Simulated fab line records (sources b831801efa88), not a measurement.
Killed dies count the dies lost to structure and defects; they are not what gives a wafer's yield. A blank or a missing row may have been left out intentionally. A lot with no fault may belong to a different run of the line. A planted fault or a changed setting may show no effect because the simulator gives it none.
2 desks looking at one fault ; flow sky130 ; each desk holds nothing but its own numbers, with what lay behind them at the end

== METROLOGY DESK ==
What the gauges read, lot by lot, whatever tool the lot ran on: means of the sampled wafers that have a number. A lot is out of limits, marked OUT, if its mean lies more than 4 standard deviations from the usual mean; the brackets give that distance.
Columns: A = cd nm at SKY_VIA3_CD_MEAS_12, usual 200.0 nm
lot;first seen here;A
L956;day 39 13:34;201.1
L957;day 39 17:02;200.6
L958;day 39 19:12;199.6
L959;day 40 12:43;200.2
L960;day 40 14:26;200.6
L965;day 42 18:43;200.0
L970;day 43 14:08;200.3
L973;day 44 10:23;198.8
L974;day 44 10:56;200.1
L975;day 44 21:01;201.3
L976;day 45 04:31;197.9
L977;day 45 07:13;200.2
This desk found nothing out of limits on any of the 12 lots.

== TOOL OWNER'S DESK, plasma asher-03 ==
The tool's own readings at SKY_METAL2_STRIP_20 (strips in O2/N2): means of the sampled wafers that have a number, for each lot that ran on this tool. A lot is out of limits, marked OUT, if its mean lies more than 4 standard deviations from the usual mean; the brackets give that distance.
Columns: A = drypump motor current A at SKY_METAL2_STRIP_20, usual 5.6 A; B = oes product au at SKY_METAL2_STRIP_20, usual 0.341 a.u.; C = strip time to endpoint s at SKY_METAL2_STRIP_20, usual 2.68 s
lot;first seen here;A;B;C
L956;day 35 00:17;5.6;0.341;2.71
L957;day 35 06:20;5.6;0.339;2.61
L960;day 36 05:08;5.6;0.347;2.76
L970;day 39 09:35;5.6;0.334;2.57
L973;day 40 08:35;5.7;0.336;2.55
L977;day 41 06:11;5.6;0.341;2.71
This desk found nothing out of limits on any of the 6 lots.

== ALL TOGETHER ==
The metrology desk saw nothing out of limits.
The desk of the tool owner found nothing out of limits.

== WHAT THE SIMULATOR HAD INSERTED ==
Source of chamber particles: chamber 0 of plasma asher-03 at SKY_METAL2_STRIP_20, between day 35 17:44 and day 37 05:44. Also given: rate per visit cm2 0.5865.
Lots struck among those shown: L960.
